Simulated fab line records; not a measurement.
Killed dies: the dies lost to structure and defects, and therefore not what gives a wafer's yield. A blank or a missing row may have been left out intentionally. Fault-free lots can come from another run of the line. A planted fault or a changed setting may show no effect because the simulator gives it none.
fab line records	flow sky130
[record] lots = 5	wafers = 14	lastDay = 50
route steps=708 shown CAPM@546 METAL3@555
lots that met no fault: taken from a fault-free run of the same line
startH: hours from the record's first day to the start of the lot's first wafer shown	waitH: hours since the lot's step before	" as in the row above	L1.1+2: several wafers, shown together as one row	- value missing, or start not given	* or withheld: withheld	< > ~ a bound
route shown NAME@n: names a module that has steps shown in the file, with the first one's number in the route	usual: the fault-free wafers' mean and standard deviation	same: alike in all rows	chamber/n: place in a boat	sites: each site's reading	_std_site: standard deviation across them	_edge_site: inner sites' mean taken away from outer sites' mean	radiusMm: how far each site lies from the wafer's centre	mask NAME#n: copy n	behind: the tool/chamber that last shaped the wafer	hold: cause of the lot's hold/its duration in hours/its outcome	device: names the non-switching transistor (n, p or np)	end of line: the route-end tests of the same wafers	where a step has no rows: the recipe by itself	killed: the dies lost at the first sort to structure and to defects; this is not the yield of the wafer	map: dies across one wafer; x = killed, . = not, _ = none there
set.NAME: setting as actually run; set.NAME@STEP: the setting as run at that earlier step	model.NAME: the simulator's own value behind a step, which no gauge read
lots at some steps of the route; a table a step, a row a wafer
services: the hour from which a tool's chamber was out of use, counted from the record's first day as startH (under 0 if before that day), plus the number of hours and why
[[steps]]
[step SKY_CAPM_EXPOSE_09]
[recipe] maskId = CAPM	na = 0.6	sourceShape = conventional	sigmaOuter = 0.6	polarization = unpolarized	targetCdNm = 1000	doseMj = 159
[step SKY_CAPM_PEB_10]
[recipe] tempC = withheld	timeS = *	resist = NOVOLAK
[step SKY_CAPM_DEVELOP_11]
[recipe] resist = NOVOLAK	developer = TMAH	developTimeS = 60	devTempC = 23
[step SKY_CAPM_OVL_MEAS_12]
[usual] CAPM_OVL = -0.1/1.5
lot.wafer	tool	chamber	startH	waitH	CAPM_OVL[nm]
L671.2	overlay-02	-	885.88	0.1	-0.9
L671.3	"	-	"	"	-0.9
L671.5	"	-	"	"	-0.1
L675.2	overlay-01	-	931.65	0.1	-1.5
L675.4	"	-	"	"	-0.3
L675.6	"	-	"	"	-1.5
L683.2	overlay-02	-	970.23	0.1	-0.1
L683.3	"	-	"	"	-0.4
L683.5	"	-	"	"	-1.8
L684.2	overlay-02	-	974.85	0.1	-0.2
L684.5	"	-	"	"	-0.6
L693.1	overlay-02	-	1034.33	0.1	0.1
L693.3	"	-	"	"	-1.7
L693.4	"	-	"	"	0.4
[step SKY_CAPM_METAL_ETCH_13]
[recipe] targetDepthNm = 220	stopOn = SiO2	chemistry = Cl2/BCl3	target = TiN	pressureMtorr = 10	icpW = 900	biasW = 48.5	Cl2_flow_sccm = 60	bcl3FlowSccm = 30	timeS = 62.9
[usual] drypumpMotorCurrentA = 6.0/0.55	oesProductAu = 0.941/0.007	throttleValvePct = 21.901/0.0099
[same] timeS = 62.9
lot.wafer	tool	chamber	startH	waitH	drypumpMotorCurrentA	oesProductAu	rfHoursCounterH	throttleValvePct
L671.2	rieMetal-01	1	885.91	0.0	5.8	0.954	14	21.896
L671.3	"	0	"	"	5.9	0.961	-	21.899
L671.5	"	1	"	"	5.8	0.951	-	21.880
L675.2	rieMetal-03	0	931.68	0.0	6.6	0.947	20	21.888
L675.4	"	1	"	"	5.1	0.942	-	21.894
L675.6	"	1	"	"	5.1	0.948	-	21.884
L683.2	rieMetal-03	1	970.26	0.0	5.1	0.938	4	21.897
L683.3	"	0	"	"	6.6	0.957	-	21.892
L683.5	"	1	"	"	5.1	0.943	-	21.916
L684.2	rieMetal-03	0	974.88	0.0	6.6	0.949	22	21.903
L684.5	"	0	"	"	6.6	0.953	-	21.902
L693.1	rieMetal-04	1	1034.36	0.0	6.4	0.942	18	21.912
L693.3	"	1	"	"	6.5	0.950	-	21.914
L693.4	"	1	"	"	6.4	0.945	-	21.901
[step SKY_CAPM_STRIP_14]
[recipe] chemistry = O2/N2	powerW = 1400	pressureMtorr = 1500	platenTempC = withheld	o2FlowSccm = 3000	n2FlowSccm = 300	overashFraction = 0.5
[usual] drypumpMotorCurrentA = 5.6/0.6	oesProductAu = 0.709/0.0043	stripTimeToEndpointS = 12.64/0.057
lot.wafer	tool	chamber	startH	waitH	drypumpMotorCurrentA	oesProductAu	rfHoursCounterH	stripTimeToEndpointS
L671.2	plasmaAsher-04	0	886.02	0.1	4.9	0.708	81	12.65
L671.3	"	1	"	"	6.2	0.710	-	12.67
L671.5	"	1	"	"	6.2	0.708	-	12.63
L675.2	plasmaAsher-01	0	931.76	0.1	5.2	0.714	106	12.67
L675.4	"	1	"	"	6.3	0.699	-	12.70
L675.6	"	1	"	"	6.3	0.706	-	12.71
L683.2	plasmaAsher-01	1	970.34	0.1	6.3	0.707	110	12.65
L683.3	"	1	"	"	6.3	0.714	-	12.68
L683.5	"	0	"	"	5.1	0.716	-	12.67
L684.2	plasmaAsher-01	0	974.96	0.1	5.1	0.714	111	12.55
L684.5	"	1	"	"	6.3	0.702	-	12.57
L693.1	plasmaAsher-04	0	1034.52	0.1	4.9	0.703	92	12.72
L693.3	"	0	"	"	4.8	0.707	-	12.75
L693.4	"	1	"	"	6.2	0.710	-	12.73
[step SKY_CAPM_STRIP_15]
[recipe] chemistry = postEtchResidueRemover	timeS = 1200	tempC = 72.5
[step SKY_CAPM_CLEAN_16]
[recipe] chemistry = IPA	timeS = 180	tempC = 25
[step SKY_CAPM_CLEAN_17]
[recipe] chemistry = O3/DIW	dry = n2Spin
[step SKY_METAL3_DEHYDRATE_05]
[recipe] tempC = 200	timeS = 60
[step SKY_METAL3_HMDS_06]
[recipe] primeTimeS = 60	primeTempC = 120
[step SKY_METAL3_COAT_07]
[recipe] resist = BARC	tempC = withheld	timeS = withheld	spinRpm = 3000	resistThkNm = 60
[step SKY_METAL3_COAT_08]
[recipe] resist = KrF-thick	spinRpm = 3000	resistThkNm = 1140
lot.wafer	tool	chamber	startH	waitH	model.KrF-thick_of_METAL3_COAT_08.thkNm
L671.2+3	lithoTrack-03	0	899	-	1129
L671.5	"	0	"	"	1131
L675.2	lithoTrack-04	0	943	-	1141
L675.4+6	"	0	944	-	1140
L683.2+5	lithoTrack-03	0	982	-	1141
L683.3	"	0	"	"	1140
L684.2	lithoTrack-04	0	987	-	1250
L684.5	"	0	"	"	1147
L693.1+4	lithoTrack-02	0	1045	-	1148
L693.3	"	0	"	"	1150
[step SKY_METAL3_SOFTBAKE_09]
[recipe] tempC = 100	timeS = 90	resist = KrF-thick
[step SKY_METAL3_EXPOSE_10]
[recipe] maskId = MM3	na = 0.68	sourceShape = annular	sigmaInner = 0.4	sigmaOuter = 0.8	targetCdNm = 300	doseMj = 28
[step SKY_METAL3_PEB_11]
[recipe] pebTempC = withheld	pebTimeS = withheld	resist = KrF-thick
[step SKY_METAL3_DEVELOP_12]
[recipe] developTimeS = 60	resist = KrF-thick	devTempC = 21
[step SKY_METAL3_CD_MEAS_13]
[recipe] targetCdNm = 300
[usual] cdNm = 299.9/1.4
lot.wafer	tool	chamber	startH	waitH	cdNm
L671.2	cdSem-01	-	912.23	-	300.5
L671.3	"	-	"	"	302.3
L671.5	"	-	"	"	300.5
L675.2	cdSem-01	-	956.60	-	302.1
L675.4	"	-	"	"	300.5
L675.6	"	-	"	"	300.7
L683.2	cdSem-01	-	994.20	-	298.7
L683.3	"	-	"	"	299.2
L683.5	"	-	"	"	298.4
L684.2	cdSem-01	-	998.88	-	302.2
L684.5	"	-	"	"	298.7
L693.1	cdSem-02	-	1057.18	-	301.6
L693.3	"	-	"	"	301.2
L693.4	"	-	"	"	302.4
[step SKY_METAL3_OVL_MEAS_14]
[usual] METAL3_OVL = -1/3.8
lot.wafer	tool	chamber	startH	waitH	METAL3_OVL[nm]
L671.2	overlay-01	-	912.34	0.1	-7
L671.3	"	-	"	"	-5
L671.5	"	-	"	"	-3
L675.2	overlay-02	-	956.71	0.1	-1
L675.4	"	-	"	"	2
L675.6	"	-	"	"	1
L683.2	overlay-01	-	994.30	0.1	-1
L683.3	"	-	"	"	-5
L683.5	"	-	"	"	-3
L684.2	overlay-01	-	998.99	0.1	5
L684.5	"	-	"	"	-1
L693.1	overlay-02	-	1057.30	0.1	2
L693.3	"	-	"	"	2
L693.4	"	-	"	"	1
[step SKY_METAL3_DESCUM_15]
[recipe] chemistry = O2	sourcePowerW = 150	biasPowerW = 0	pressureMtorr = 10	tempC = 40	timeS = 8
[usual] drypumpMotorCurrentA = 6.0/0.57	oesProductAu = 1.005/0.011
[same] biasPowerW = 0	timeS = 8
lot.wafer	tool	chamber	startH	waitH	drypumpMotorCurrentA	oesProductAu	rfHoursCounterH	model.METAL3.cdNm
L671.2	rieMetal-04	0	912.37	0.0	5.6	1.012	15	300.5
L671.3	"	1	"	"	6.5	0.990	-	302
L671.5	"	0	"	"	5.6	0.995	-	300.5
L675.2	rieMetal-03	0	956.74	0.0	6.6	1.007	21	301.8
L675.4	"	1	"	"	5.1	1.005	-	300.5
L675.6	"	1	"	"	5.1	1.000	-	301
L683.2	rieMetal-03	0	994.33	0.0	6.6	1.007	23	299.4
L683.3	"	0	"	"	6.6	1.013	-	299.7
L683.5	"	0	"	"	6.6	1.011	-	298.6
L684.2	rieMetal-02	1	999.02	0.0	6.3	0.981	8	302.2
L684.5	"	1	"	"	6.3	0.987	-	299.1
L693.1	rieMetal-02	0	1057.34	0.0	5.6	1.016	15	302.1
L693.3	"	1	"	"	6.3	0.981	-	301.6
L693.4	"	0	"	"	5.6	1.016	-	302.5
[step SKY_METAL3_ETCH_16]
[recipe] chemistry = N2/H2	target = BARC	ionEnergyEv = 200	biasW = 100	pressureMtorr = 30	n2FlowSccm = 100	h2FlowSccm = 200	icpW = 500	stopOn = SiO2	timeS = 88.2	targetDepthA = 600
[usual] drypumpMotorCurrentA = 6.0/0.56	oesProductAu = 0.626/0.0046	throttleValvePct = 13.204/0.0091
[same] timeS = 88.2
lot.wafer	tool	chamber	startH	waitH	drypumpMotorCurrentA	oesProductAu	rfHoursCounterH	throttleValvePct
L671.2	rieMetal-04	0	912.40	0.0	5.6	0.628	15	13.210
L671.3	"	1	"	"	6.5	0.619	-	13.193
L671.5	"	0	"	"	5.6	0.622	-	13.196
L675.2	rieMetal-03	0	956.77	0.0	6.6	0.629	21	13.197
L675.4	"	1	"	"	5.1	0.625	-	13.210
L675.6	"	1	"	"	5.1	0.632	-	13.190
L683.2	rieMetal-03	0	994.36	0.0	6.6	0.628	23	13.191
L683.3	"	0	"	"	6.6	0.623	-	13.211
L683.5	"	0	"	"	6.6	0.624	-	13.204
L684.2	rieMetal-02	1	999.05	0.0	6.3	0.629	8	13.192
L684.5	"	1	"	"	6.4	0.629	-	13.222
L693.1	rieMetal-02	0	1057.37	0.0	5.7	0.625	15	13.183
L693.3	"	1	"	"	6.3	0.630	-	13.220
L693.4	"	0	"	"	5.7	0.633	-	13.201
[step SKY_METAL3_ETCH_17]
[recipe] target = SiO2	stopOn = TiN	chemistry = C4F8/O2/Ar	sourceW = 1500	biasW = 1200	pressureMtorr = 40	c4f8FlowSccm = withheld	O2_flow_sccm = 6	Ar_flow_sccm = 300	timeS = 3.9	targetDepthA = 150
[usual] oesProductAu = 0.755/0.0083
[same] timeS = 3.9
lot.wafer	tool	chamber	startH	waitH	oesProductAu	model.METAL3.cdNm
L671.2	rieDiel-03	0	912.50	0.1	0.747	299.4
L671.3	"	1	"	"	0.748	302.8
L671.5	"	2	"	"	0.759	299.6
L675.2	rieDiel-01	1	956.87	0.1	0.756	303.1
L675.4	"	3	"	"	0.760	301.7
L675.6	"	1	"	"	0.755	301.4
L683.2	rieDiel-01	1	994.46	0.1	0.742	302.2
L683.3	"	2	"	"	0.748	302.9
L683.5	"	3	"	"	0.749	301.5
L684.2	rieDiel-02	1	999.15	0.1	0.751	300.7
L684.5	"	0	"	"	0.760	296.8
L693.1	rieDiel-03	0	1057.47	0.1	0.760	301.8
L693.3	"	3	"	"	0.764	300.5
L693.4	"	3	"	"	0.757	302.9
[step SKY_METAL3_METAL_ETCH_18]
[recipe] targetDepthA = 8450	stopOn = SiO2	overEtchFrac = 0.3	timeS = 183.1	chemistry = Cl2/BCl3	resistSidewallDeg = 88	pressureMtorr = 10	icpW = 900	biasW = 48.5	Cl2_flow_sccm = 60	bcl3FlowSccm = 30
[usual] drypumpMotorCurrentA = 5.9/0.59	oesProductAu = 0.866/0.0061	throttleValvePct = 22.265/0.01
[same] timeS = 183.1
lot.wafer	tool	chamber	startH	waitH	drypumpMotorCurrentA	oesProductAu	rfHoursCounterH	throttleValvePct	model.KrF-thick_of_METAL3_COAT_08.thkNm
L671.2	rieMetal-03	0	912.52	0.0	6.5	0.860	19	22.256	503.2
L671.3	"	1	"	"	5.1	0.866	-	22.270	516.8
L671.5	"	1	"	"	5.1	0.863	-	22.266	519.7
L675.2	rieMetal-02	1	956.89	0.0	6.3	0.865	6	22.281	535
L675.4	"	1	"	"	6.3	0.868	-	22.268	536.4
L675.6	"	0	"	"	5.6	0.864	-	22.253	513
L683.2	rieMetal-02	1	994.48	0.0	6.3	0.869	8	22.278	531.1
L683.3	"	1	"	"	6.4	0.864	-	22.271	536.1
L683.5	"	1	"	"	6.3	0.874	-	22.242	534.6
L684.2	rieMetal-03	1	999.17	0.0	5.1	0.856	5	22.267	628.4
L684.5	"	1	"	"	5.1	0.870	-	22.242	525
L693.1	rieMetal-04	1	1057.49	0.0	6.5	0.867	19	22.286	531.1
L693.3	"	0	"	"	5.6	0.870	-	22.258	531.7
L693.4	"	1	"	"	6.5	0.875	-	22.267	531
[step SKY_METAL3_STRIP_19]
[recipe] chemistry = O2/N2	powerW = 1400	pressureMtorr = 1500	platenTempC = withheld	o2FlowSccm = 3000	n2FlowSccm = 300	overashFraction = 0.5
[usual] drypumpMotorCurrentA = 5.6/0.49	oesProductAu = 0.500/0.0058	stripTimeToEndpointS = 6.48/0.091
lot.wafer	tool	chamber	startH	waitH	drypumpMotorCurrentA	oesProductAu	rfHoursCounterH	stripTimeToEndpointS
L671.2	plasmaAsher-03	0	912.69	0.1	4.8	0.494	47	6.29
L671.3	"	1	"	"	5.8	0.508	-	6.43
L671.5	"	1	"	"	5.8	0.508	-	6.46
L675.2	plasmaAsher-02	1	957.07	0.1	5.8	0.509	21	6.62
L675.4	"	1	"	"	5.8	0.504	-	6.62
L675.6	"	0	"	"	6.0	0.502	-	6.40
L683.2	plasmaAsher-03	0	994.66	0.1	4.8	0.514	56	6.57
L683.3	"	0	"	"	4.8	0.507	-	6.63
L683.5	"	0	"	"	4.8	0.509	-	6.62
L684.2	plasmaAsher-02	0	999.34	0.1	6.0	0.545	26	7.53
L684.5	"	0	"	"	6.0	0.504	-	6.50
L693.1	plasmaAsher-02	0	1057.67	0.1	6.0	0.505	32	6.57
L693.3	"	1	"	"	5.8	0.512	-	6.59
L693.4	"	0	"	"	6.0	0.504	-	6.58
[step SKY_METAL3_STRIP_20]
[recipe] chemistry = postEtchResidueRemover	timeS = 1200	tempC = 72.5
[[services]]
tool	chamber	startH	hours	kind
plasmaAsher-01	-	862.77	2.9	repair
rieDiel-03	0	863.22	7.2	repair
rieMetal-03	1	864.16	-	clean
rieMetal-03	1	864.16	35.1	scheduledDown
rieMetal-03	1	864.16	35.1	ventCycle
rieDiel-02	-	887.58	0.7	repair
plasmaAsher-01	-	891.88	2.3	repair
rieDiel-03	1	895.96	8.0	repair
rieMetal-04	1	902.63	6.5	repair
rieMetal-02	-	911.11	2.8	pm
rieDiel-03	1	912.91	6.4	repair
rieMetal-01	-	921.75	2.8	pm
rieMetal-02	1	962.79	3.4	repair
rieDiel-03	3	969.87	3.9	repair
plasmaAsher-04	-	971.54	20.2	pm
plasmaAsher-04	-	991.74	2.8	pm
rieMetal-03	0	1014.80	-	clean
rieMetal-03	0	1014.80	17.2	scheduledDown
rieMetal-03	0	1014.80	17.2	ventCycle
rieDiel-02	1	1025.30	1.9	repair
plasmaAsher-04	-	1025.45	9.0	repair
plasmaAsher-01	-	1030.18	3.7	repair
plasmaAsher-04	-	1032.10	1.4	repair
plasmaAsher-01	-	1055.25	9.0	pm
[[key]]
[firstSign] step = SKY_METAL3_STRIP_19	reading = stripTimeToEndpointS	direction = up	sigmas = 12	usual = *	struck = *
[effect] step = SKY_METAL3_STRIP_19	reading = oesProductAu	direction = up	sigmas = 7.7	usual = 0.500	struck = 0.545
[modelEffect] step = SKY_METAL3_COAT_08	value = KrF-thick_of_METAL3_COAT_08.thkNm	without = 1145	struck = 1250
[modelEffect] step = SKY_METAL3_DESCUM_15	value = METAL3.cdNm	without = 298.9	struck = 302.2
[modelEffect] step = SKY_METAL3_ETCH_17	value = METAL3.cdNm	without = 297.4	struck = 300.7
[modelEffect] step = SKY_METAL3_METAL_ETCH_18	value = KrF-thick_of_METAL3_COAT_08.thkNm	without = 523.2	struck = 628.4
metAt SKY_METAL3_COAT_08
struckWafers L684.2
sortLeftOut L684.2
onsetBetween 943 987
[fault] kind = processParameterDrift	tool = lithoTrack-04	chamber = -	onsetH = 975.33	steps = SKY_METAL3_COAT_08	channel = resistThkNm	offset = 104.75	shape = step	endH = 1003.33	scope = struckWafersOnly	actsIn = theseRecipesOnly	stated = 1140
// sortLeftOut: the simulated sort isn't trusted on such a fault, so these wafers' sort isn't shown, and their yield isn't known
